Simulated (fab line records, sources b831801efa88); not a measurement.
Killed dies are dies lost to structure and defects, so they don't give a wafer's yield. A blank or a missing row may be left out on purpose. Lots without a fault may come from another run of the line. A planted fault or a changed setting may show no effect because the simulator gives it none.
Chamber matching | flow gf180mcu | GF_V5_CVD_02 on pecvd-03: 3 sister chambers
The step deposits SiO2 from TEOS, target thk 1450 nm, time 163.28 s. 6 wafers are shown with their chamber, then 7 later ones without.

WAFERS WITH THEIR CHAMBER
wafer  | chamber | heater_power_w (W)
L082.4 | 0       | 485
L083.2 | 2       | 709
L083.3 | 1       | 677
L083.4 | 0       | 493
L085.1 | 1       | 608
L085.2 | 2       | 702

WAFERS WITHOUT THEIR CHAMBER
wafer  | heater_power_w (W)
L085.3 | 607
L085.4 | 703
L085.5 | 561
L085.6 | 465
L091.2 | 616
L091.5 | 718
L091.6 | 483

WHICH CHAMBER EACH WENT THROUGH
wafer  | from the rows above     | in truth
L085.3 | 1                       | 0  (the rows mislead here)
L085.4 | 2                       | 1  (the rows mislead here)
L085.5 | can't be placed: 0 or 1 | 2
L085.6 | 0                       | 0
L091.2 | 1                       | 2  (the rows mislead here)
L091.5 | 2                       | 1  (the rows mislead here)
L091.6 | 0                       | 0
Placed correctly: 2 of 7. Can't be placed from these rows: 1 (the true chamber is among the candidates in 0). Placed wrongly: 4.
How it was worked out, from the rows above alone: a wafer's distance from a chamber is the root of the sum, over the readings, of the square of ((its reading less the chamber's mean) divided by the reading's scatter). The wafer belongs to the nearest chamber; if the next one is less than 2 further off, it can't be placed. A chamber's mean is the mean of its shown wafers. The scatter: the root of (the sum of the squares of (reading less its chamber's mean) over the shown wafers, divided by (wafers less chambers)).
